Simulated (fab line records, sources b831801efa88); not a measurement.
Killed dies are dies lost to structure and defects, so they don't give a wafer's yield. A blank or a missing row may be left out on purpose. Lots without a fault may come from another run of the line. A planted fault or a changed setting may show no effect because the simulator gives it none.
fab line records | flow gf180mcu | part 2 of 2: steps 28 to 38 of 38
record lots=5 wafers=15 last_day=31
route steps=602 shown V3@431 M4@456
lots that met no fault: from a run of the same line without faults
start_h: hours from the record's first day to the start of the lot's first wafer shown | wait_h: hours since the lot's step before | " the same as in the row above | L1.1+2: a row that stands for several wafers | - no value, or no start given | * or withheld: withheld | < > ~ a bound
route shown NAME@n: a module of which the file shows steps, and the number in the route of the first | usual: mean/standard deviation of fault-free wafers | same: alike in all rows | chamber/n: place in a boat | sites: the reading at each site | _std_site: their standard deviation | _edge_site: outer sites' mean less inner sites' | radius_mm: how far each site lies from the wafer's centre | mask NAME#n: copy n | behind: the tool/chamber that last shaped the wafer | hold: why the lot was held/for how many hours/how that ended | device: the transistor (n, p or np) that didn't switch | end of line: the same wafers' tests at the end of the route | a step without rows: its recipe alone | killed: dies lost to structure and defects at the first sort, not the wafer's yield | map: a wafer's dies, x killed, . not, _ none there
set.NAME: the setting as run; set.NAME@STEP: as run at that earlier step | model.NAME: the simulator's own value behind a step, which no gauge read
lots at some steps of the route; a table a step, a row a wafer
services: from which hour (start_h, from the record's first day; less than 0 if before it) a tool's chamber was out of use, for how many hours, and why
## steps
# step GF_M4_SPUTTER_02
# recipe material=AlCu target_thk_nm=450 power_w=10600 time_s=23.9 chamber_pressure_pa=0.4
# usual throttle_valve_pct=30.4/0.77
# columns lot.wafer tool chamber start_h wait_h throttle_valve_pct
L075.3 pvd_sputter-03 - 531.46 0.0 30.6
L075.4 " - " " 30.6
L075.6 " - " " 30.6
L078.2 pvd_sputter-03 - 554.32 0.0 30.4
L078.3 " - " " 30.2
L078.5 " - " " 32.3
L079.1 pvd_sputter-01 - 556.91 0.0 29.4
L079.2 " - " " 29.7
L079.6 " - " " 30.0
L083.4 pvd_sputter-01 - 605.70 0.0 30.1
L083.5 " - " " 30.1
L083.6 " - " " 29.8
L084.1 pvd_sputter-01 - 607.24 0.0 30.1
L084.5 " - " " 29.6
L084.6 " - " " 29.4
# step GF_M4_SPUTTER_03
# recipe material=Ti target_thk_nm=10 substrate_temp_c=300 chamber_pressure_pa=0.3 power_w=3000 time_s=6.7
# usual substrate_temp_c=300.01/0.2 throttle_valve_pct=30.3/0.77
# columns lot.wafer tool chamber start_h wait_h substrate_temp_c throttle_valve_pct
L075.3 pvd_sputter-03 - 531.49 0.0 299.78 30.2
L075.4 " - " " 299.87 30.6
L075.6 " - " " 299.87 30.5
L078.2 pvd_sputter-03 - 554.35 0.0 300.16 30.5
L078.3 " - " " 300.00 30.4
L078.5 " - " " 299.85 31.9
L079.1 pvd_sputter-01 - 556.94 0.0 299.76 29.3
L079.2 " - " " 300.32 29.5
L079.6 " - " " 300.05 30.1
L083.4 pvd_sputter-01 - 605.73 0.0 299.99 30.3
L083.5 " - " " 299.92 29.9
L083.6 " - " " 300.00 29.4
L084.1 pvd_sputter-01 - 607.27 0.0 300.04 30.2
L084.5 " - " " 299.94 29.4
L084.6 " - " " 299.81 29.6
# step GF_M4_SPUTTER_04
# recipe material=TiN target_thk_nm=50 power_w=6500 time_s=41.7 chamber_pressure_pa=0.4
# usual throttle_valve_pct=30.3/0.78
# columns lot.wafer tool chamber start_h wait_h throttle_valve_pct
L075.3 pvd_sputter-03 - 531.51 0.0 30.4
L075.4 " - " " 30.5
L075.6 " - " " 30.6
L078.2 pvd_sputter-03 - 554.37 0.0 30.4
L078.3 " - " " 30.3
L078.5 " - " " 32.1
L079.1 pvd_sputter-01 - 556.96 0.0 29.4
L079.2 " - " " 29.5
L079.6 " - " " 30.1
L083.4 pvd_sputter-01 - 605.75 0.0 30.3
L083.5 " - " " 29.8
L083.6 " - " " 29.7
L084.1 pvd_sputter-01 - 607.29 0.0 30.3
L084.5 " - " " 29.2
L084.6 " - " " 29.4
# step GF_M4_RS_MEAS_05
# recipe thk_meas_gauge=four-point-probe reads=TiN_of_M4_SPUTTER_04+Ti_of_M4_SPUTTER_03+AlCu_of_M4_SPUTTER_02+TiN_of_M4_SPUTTER_01+Ti_of_M4_SPUTTER_00
# usual M4_ALCU_RS=0.0697/0.00077
# columns lot.wafer tool chamber start_h wait_h M4_ALCU_RS[ohm/sq]
L075.3 film_metro-04 - 531.59 0.1 0.0708
L075.4 " - " " 0.0709
L075.6 " - " " 0.0707
L078.2 film_metro-01 - 554.43 0.0 0.0709
L078.3 " - " " 0.0711
L078.5 " - " " 0.0710
L079.1 film_metro-01 - 557.00 0.0 0.0698
L079.2 " - " " 0.0700
L079.6 " - " " 0.0697
L083.4 film_metro-01 - 605.86 0.1 0.0685
L083.5 " - " " 0.0688
L083.6 " - " " 0.0695
L084.1 film_metro-01 - 607.33 0.0 0.0697
L084.5 " - " " 0.0704
L084.6 " - " " 0.0701
# step GF_M4_THK_MEAS_06
# recipe thk_meas_gauge=xrf reads=AlCu_of_M4_SPUTTER_02
# usual M4_ALCU_THK=446/5.2
# columns lot.wafer tool chamber start_h wait_h M4_ALCU_THK[nm]
L075.3 film_metro-04 - 531.69 0.1 440
L075.4 " - " " 438
L075.6 " - " " 440
L078.2 film_metro-01 - 554.54 0.1 437
L078.3 " - " " 438
L078.5 " - " " 438
L079.1 film_metro-01 - 557.12 0.1 445
L079.2 " - " " 445
L079.6 " - " " 446
L083.4 film_metro-01 - 605.95 0.1 455
L083.5 " - " " 450
L083.6 " - " " 446
L084.1 film_metro-01 - 607.45 0.1 445
L084.5 " - " " 437
L084.6 " - " " 442
# step GF_M4_DEHYDRATE_07
# recipe temp_c=200 time_s=60
# usual plate_temp_C=200.00/0.16
# columns lot.wafer tool chamber start_h wait_h plate_temp_C
L075.3 litho_track-01 0 542.34 10.6 199.86
L075.4 " 0 " " 200.12
L075.6 " 0 " " 199.90
L078.2 litho_track-04 0 565.08 10.5 199.79
L078.3 " 0 " " 199.76
L078.5 " 0 " " 200.21
L079.1 litho_track-01 0 567.14 10.0 199.71
L079.2 " 0 " " 199.76
L079.6 " 0 " " 199.95
L083.4 litho_track-01 0 615.46 9.5 199.98
L083.5 " 0 " " 199.95
L083.6 " 0 " " 200.10
L084.1 litho_track-01 0 616.94 9.5 199.84
L084.5 " 0 " " 200.02
L084.6 " 0 " " 200.04
# step GF_M4_HMDS_08
# recipe prime_time_s=60 prime_temp_c=120
# columns lot.wafer tool chamber start_h wait_h
L075.3+4+6 litho_track-01 0 542.49 0.1
L078.2+3+5 litho_track-04 0 565.23 0.1
L079.1+2+6 litho_track-01 0 567.29 0.1
L083.4+5+6 litho_track-01 0 615.61 0.1
L084.1+5+6 litho_track-01 0 617.09 0.1
# step GF_M4_COAT_09
# recipe resist=KrF spin_rpm=withheld resist_thk_nm=1000
# columns lot.wafer tool chamber start_h wait_h
L075.3+4+6 litho_track-01 0 542.64 0.1
L078.2+3+5 litho_track-04 0 565.38 0.1
L079.1+2+6 litho_track-01 0 567.44 0.1
L083.4+5+6 litho_track-01 0 615.76 0.1
L084.1+5+6 litho_track-01 0 617.24 0.1
# step GF_M4_SOFTBAKE_10
# recipe temp_c=130 time_s=60 resist=KrF
# usual plate_temp_C=129.98/0.12
# columns lot.wafer tool chamber start_h wait_h plate_temp_C
L075.3 litho_track-01 0 542.79 0.1 129.95
L075.4 " 0 " " 130.13
L075.6 " 0 " " 130.09
L078.2 litho_track-04 0 565.53 0.1 130.01
L078.3 " 0 " " 129.96
L078.5 " 0 " " 129.93
L079.1 litho_track-01 0 567.59 0.1 130.12
L079.2 " 0 " " 130.28
L079.6 " 0 " " 130.14
L083.4 litho_track-01 0 615.91 0.1 129.79
L083.5 " 0 " " 129.89
L083.6 " 0 " " 130.04
L084.1 litho_track-01 0 617.39 0.1 130.08
L084.5 " 0 " " 129.99
L084.6 " 0 " " 129.98
# step GF_M4_EXPOSE_11
# recipe mask_id=Metal4 target_cd_nm=280 na=0.68 source_shape=conventional sigma_outer=0.6 dose_mj=28
# same na=0.68
# columns lot.wafer tool chamber start_h wait_h mask
L075.3+4+6 krf_scanner-01 0 - - Metal4#0
L078.2+3+5 krf_scanner-02 0 - - Metal4#0
L079.1+2+6 krf_scanner-02 0 - - Metal4#0
L083.4+5+6 krf_scanner-02 0 - - Metal4#0
L084.1+5+6 krf_scanner-01 0 - - Metal4#0
# step GF_M4_PEB_12
# recipe peb_temp_c=135 peb_time_s=90 resist=KrF
# usual plate_temp_C=135.00/0.15
# columns lot.wafer tool chamber start_h wait_h plate_temp_C
L075.3 litho_track-02 0 - - 134.98
L075.4 " 0 " " 134.85
L075.6 " 0 " " 135.00
L078.2 litho_track-04 0 - - 134.87
L078.3 " 0 " " 134.78
L078.5 " 0 " " 134.86
L079.1 litho_track-04 0 - - 134.93
L079.2 " 0 " " 135.11
L079.6 " 0 " " 135.06
L083.4 litho_track-01 0 - - 134.98
L083.5 " 0 " " 135.00
L083.6 " 0 " " 134.64
L084.1 litho_track-02 0 - - 134.88
L084.5 " 0 " " 134.73
L084.6 " 0 " " 134.94
## services
# columns tool chamber start_h hours kind
pecvd-02 0 488.41 24.8 repair
cmp-02 - 488.87 6.5 pm
pvd_sputter-01 - 490.14 5.4 repair
cvd_w-02 - 493.82 0.8 repair
krf_scanner-02 - 504.61 0.8 pm
rie_diel-04 0 515.79 2.4 repair
cvd_w-02 - 518.06 10.2 repair
pvd_sputter-03 - 524.22 0.6 repair
krf_scanner-01 - 528.65 1.0 pm
krf_scanner-02 - 534.63 1.3 pm
wet_bench-01 - 541.79 4.4 pm
cmp-01 - 561.02 1.3 repair
rie_diel-04 1 566.66 8.3 repair
cmp-02 - 572.12 4.0 pm
cmp-02 - 577.18 4.2 pm
pecvd-04 1 586.59 16.4 repair
krf_scanner-01 - 586.72 0.3 repair
rie_diel-04 3 589.43 5.4 repair
cmp-01 - 590.72 5.5 repair
plasma_asher-04 - 594.01 8.7 repair
krf_scanner-01 - 598.82 1.3 pm
plasma_asher-04 - 612.44 2.8 pm
cmp-02 - 623.25 0.5 repair
krf_scanner-01 - 624.57 0.8 pm
